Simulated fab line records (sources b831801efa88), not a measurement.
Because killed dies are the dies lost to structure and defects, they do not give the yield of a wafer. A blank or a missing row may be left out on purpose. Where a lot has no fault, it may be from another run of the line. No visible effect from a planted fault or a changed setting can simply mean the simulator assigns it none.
Chamber matching ; flow gf180mcu ; cmp-01 running GF_V1_CMP_04: 4 sister chambers
The step polishes SiO2. 8 wafers are shown with their chamber, then 7 later ones without.

## WAFERS, EACH WITH ITS CHAMBER
wafer;chamber;motor_current_A (A);time_to_endpoint_s (s)
L779.5;2;10.7;78
L780.4;1;13.9;85
L780.5;2;10.6;82
L782.2;0;10.7;67
L782.4;1;14.0;74
L783.3;3;12.7;66
L783.5;0;11.3;66
L783.6;3;13.2;75

## WAFERS WITHOUT THEIR CHAMBER
wafer;motor_current_A (A);time_to_endpoint_s (s)
L793.2;9.9;77
L796.1;11.4;75
L796.3;10.4;76
L796.4;12.3;75
L798.3;11.1;83
L798.5;10.2;91
L798.6;12.8;91

## THE CHAMBER EACH PASSED THROUGH
wafer;from the rows above;in truth
L793.2;can't be placed: 2 or 0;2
L796.1;can't be placed: 0 or 2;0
L796.3;can't be placed: 2 or 0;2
L796.4;3;3
L798.3;can't be placed: 2 or 0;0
L798.5;2;2
L798.6;can't be placed: 3 or 1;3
Placed correctly: 2 of 7. Cannot be placed on the basis of these rows: 5; the candidates contain the true chamber in 5. Placed wrongly: 0.
How it was worked out, from the rows above alone: a wafer's distance from a chamber is the root of the sum, over the readings, of the square of ((its reading less the chamber's mean) divided by the reading's scatter). If the next closest chamber is less than 2 further off than the closest, the wafer can't be placed; otherwise it belongs to the closest. Each chamber's mean is taken over the wafers shown for it. The scatter: the root of (the sum of the squares of (reading less its chamber's mean) over the shown wafers, divided by (wafers less chambers)).
